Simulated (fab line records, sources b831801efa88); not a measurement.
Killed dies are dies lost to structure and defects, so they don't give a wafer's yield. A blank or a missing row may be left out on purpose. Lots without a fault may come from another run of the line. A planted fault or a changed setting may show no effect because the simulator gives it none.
Tool commonality check | flow sky130 | 12 lots, 36 wafers sampled

WHY IT WAS OPENED
At SKY_SD_P_CD_MEAS_07 the reading cd_nm is flagged on 2 of 12 lots. Wafers without a fault read 379.2 nm, standard deviation 2.3.
Rule: a lot is flagged when every wafer of it that has a number lies more than 4 standard deviations from that mean, or none has a number. The other lots count as sound.

lot  | measured     | on        | cd_nm (nm), wafer by wafer | flag
L468 | day 25 04:42 | cd_sem-02 | 380.8 381.2 380.4          |
L469 | day 26 04:10 | cd_sem-02 | 380.7 382.4 381.9          |
L470 | day 26 06:39 | cd_sem-02 | 377.8 376.7 376.9          |
L472 | day 27 09:22 | cd_sem-01 | 376.2 374.9 377.2          |
L474 | day 28 00:08 | cd_sem-01 | 382.6 382.8 386.1          |
L475 | day 28 01:14 | cd_sem-01 | 377.7 380.7 378.9          |
L476 | day 28 13:25 | cd_sem-01 | 379.8 380.2 378.8          |
L482 | day 30 07:07 | cd_sem-02 | 264.7 268.2 266.1          | FLAGGED
L485 | day 31 04:27 | cd_sem-01 | 287.2 287.5 286.0          | FLAGGED
L487 | day 32 09:49 | cd_sem-02 | 379.8 379.1 380.6          |
L488 | day 32 22:04 | cd_sem-01 | 376.0 377.3 373.9          |
L490 | day 33 06:32 | cd_sem-01 | 382.0 381.7 385.3          |
The numbers of the flagged lots are 276.6 nm on average: -102.6 nm against the usual, or -45 standard deviations.

WHICH TOOL RAN EACH LOT
The record holds 2 process steps before the reading, out of a route of 708 steps. In each cell: the tool, then ch and the chambers that the sampled wafers went through, then the start.
lot  | flag    | SKY_POLY_GATE_ETCH_15              | SKY_SD_P_DEVELOP_06
L468 |         | rie_diel-04 ch 0,2, day 16 06:01   | litho_track-01 ch 0, day 25 04:33
L469 |         | rie_diel-04 ch 1,2, day 17 05:46   | litho_track-01 ch 0, day 26 04:01
L470 |         | rie_diel-02 ch 0,1, day 17 07:46   | litho_track-01 ch 0, day 26 06:30
L472 |         | rie_diel-02 ch 2,3, day 18 03:28   | litho_track-03 ch 0, day 27 07:15
L474 |         | rie_diel-02 ch 1,2,3, day 18 16:12 | litho_track-01 ch 0, day 27 20:33
L475 |         | rie_diel-01 ch 0,1, day 19 01:00   | litho_track-01 ch 0, day 28 00:01
L476 |         | rie_diel-04 ch 0,1,2, day 19 18:55 | litho_track-03 ch 0, day 28 13:16
L482 | FLAGGED | rie_diel-04 ch 1,3, day 21 16:30   | litho_track-01 ch 0, day 30 06:58
L485 | FLAGGED | rie_diel-04 ch 2,3, day 22 17:27   | litho_track-01 ch 0, day 31 04:18
L487 |         | rie_diel-02 ch 0,1,3, day 23 22:16 | litho_track-04 ch 0, day 32 09:40
L488 |         | rie_diel-01 ch 0,1,2, day 24 12:33 | litho_track-03 ch 0, day 32 21:55
L490 |         | rie_diel-04 ch 2,3, day 25 00:42   | litho_track-03 ch 0, day 33 06:24
What these steps do:
- SKY_POLY_GATE_ETCH_15: etches BARC in N2/H2, stops on SiO2, time 118.5 s, target depth 110 nm.
- SKY_SD_P_DEVELOP_06: develop time 60 s.
- SKY_SD_P_CD_MEAS_07: target cd 380 nm.

FLAGGED OVER TOTAL, TOOL BY TOOL (the gauges that took the reading come last)
step                  | tool           | lots run | flagged | share of the flagged lots | sound lots run after its first flagged lot
SKY_POLY_GATE_ETCH_15 | rie_diel-01    | 2        | 0       | none                      | -
SKY_POLY_GATE_ETCH_15 | rie_diel-02    | 4        | 0       | none                      | -
SKY_POLY_GATE_ETCH_15 | rie_diel-04    | 6        | 2       | all                       | 1 (L490)
SKY_SD_P_DEVELOP_06   | litho_track-01 | 7        | 2       | all                       | 0
SKY_SD_P_DEVELOP_06   | litho_track-03 | 4        | 0       | none                      | -
SKY_SD_P_DEVELOP_06   | litho_track-04 | 1        | 0       | none                      | -
SKY_SD_P_CD_MEAS_07   | cd_sem-01      | 7        | 1       | some                      | 2 (L488,L490)
SKY_SD_P_CD_MEAS_07   | cd_sem-02      | 5        | 1       | some                      | 1 (L487)

WHAT THE TABLE ALLOWS
2 rows of the table ran every flagged lot: rie_diel-04 at SKY_POLY_GATE_ETCH_15, litho_track-01 at SKY_SD_P_DEVELOP_06.
- rie_diel-04 at SKY_POLY_GATE_ETCH_15: 2 of its 6 lots flagged. Sound lots ran on it after the first flagged one (L490), which a lasting fault on the whole tool wouldn't allow.
- litho_track-01 at SKY_SD_P_DEVELOP_06: 2 of its 7 lots flagged. Its last sound lot is L475 (day 28 00:01), its first flagged lot L482 (day 30 06:58): a fault that began between those two fits.
One tool is left: litho_track-01 at SKY_SD_P_DEVELOP_06.

WHAT THE SIMULATOR HAD PUT IN
Process parameter drift: litho_track-01, from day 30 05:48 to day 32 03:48, at SKY_SD_P_DEVELOP_06. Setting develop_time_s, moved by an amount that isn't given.
Lots struck among those shown: L482, L485. The rule above found the same.
